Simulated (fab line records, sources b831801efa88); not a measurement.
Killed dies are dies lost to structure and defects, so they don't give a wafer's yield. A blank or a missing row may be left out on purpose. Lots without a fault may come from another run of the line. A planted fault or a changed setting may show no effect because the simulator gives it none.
Which tool did it? | flow gf180mcu | 12 lots, 36 wafers sampled, at 3 steps of a route of 602

WHAT THE GAUGES READ, wafer by wafer
GF_M3_CD_MEAS_14: target cd 280 nm.
lot  | measured     | on        | cd_nm (nm)
L075 | day 21 19:12 | cd_sem-01 | 281.1 280.6 279.7
L077 | day 22 12:09 | cd_sem-02 | 279.3 278.7 279.6
L079 | day 23 07:20 | cd_sem-02 | 281.7 281.0 281.4
L081 | day 24 05:20 | cd_sem-02 | 281.5 279.8 280.2
L083 | day 24 16:07 | cd_sem-02 | 280.5 280.3 280.5
L085 | day 25 12:36 | cd_sem-01 | 278.9 278.0 278.4
L087 | day 26 00:36 | cd_sem-02 | 280.5 281.0 279.9
L089 | day 26 15:04 | cd_sem-02 | 280.4 281.5 280.0
L091 | day 27 10:34 | cd_sem-01 | 281.0 279.6 279.9
L093 | day 27 16:06 | cd_sem-01 | 277.7 278.9 279.5
L095 | day 28 11:34 | cd_sem-01 | 281.1 280.2 280.5
L097 | day 28 19:30 | cd_sem-01 | 281.1 279.9 279.4

WHICH TOOL RAN EACH LOT (tool, then ch and the chambers of the sampled wafers, then the start)
lot  | GF_STI_ETCH_13                    | GF_M3_SPUTTER_00
L075 | rie_diel-04 ch 1,2,3, day 2 07:32 | pvd_sputter-02, day 20 19:10
L077 | rie_diel-04 ch 0,1,2, day 2 16:20 | pvd_sputter-04, day 21 12:37
L079 | rie_diel-02 ch 0,3, day 3 02:37   | pvd_sputter-04, day 22 07:58
L081 | rie_diel-03 ch 1,2,3, day 3 13:38 | pvd_sputter-02, day 23 06:39
L083 | rie_diel-03 ch 1,2,3, day 3 23:28 | pvd_sputter-02, day 23 17:57
L085 | rie_diel-03 ch 0,1,3, day 4 11:40 | pvd_sputter-02, day 24 15:16
L087 | rie_diel-03 ch 0,2,3, day 4 20:13 | pvd_sputter-02, day 25 03:07
L089 | rie_diel-04 ch 1,2, day 5 06:26   | pvd_sputter-04, day 25 18:27
L091 | rie_diel-03 ch 0,2,3, day 5 16:38 | pvd_sputter-02, day 26 14:09
L093 | rie_diel-04 ch 0,2,3, day 6 03:52 | pvd_sputter-03, day 26 19:56
L095 | rie_diel-04 ch 1,2,3, day 6 14:25 | pvd_sputter-02, day 27 15:54
L097 | rie_diel-02 ch 0,2, day 7 00:20   | pvd_sputter-04, day 27 23:49
- GF_STI_ETCH_13: etches the open film in CHF3/O2, stops on Si, target depth 282.31 nm, time 112.9 s.
- GF_M3_SPUTTER_00: material Ti, target thk 37.5 nm, time 150 s.

THE ANSWER, worked out from the rows above alone
Rule: what is usual is taken from the lots themselves. Put in order of their means at a reading, lots are off if they are a third of the lots or fewer, leave a main group of 4 or more, and stand apart from it by a gap of 3 or more times the standard deviation of the main group's means; of several such gaps the widest counts. A main group whose means are all the same, to the digits that the tables above print for the reading, isn't used. A lot without any number at a reading at which 4 lots or more have one is off too. The other lots that the step has rows for count as sound.
No lot is off at any reading shown: from this, nothing can be told.

WHAT THE SIMULATOR HAD PUT IN
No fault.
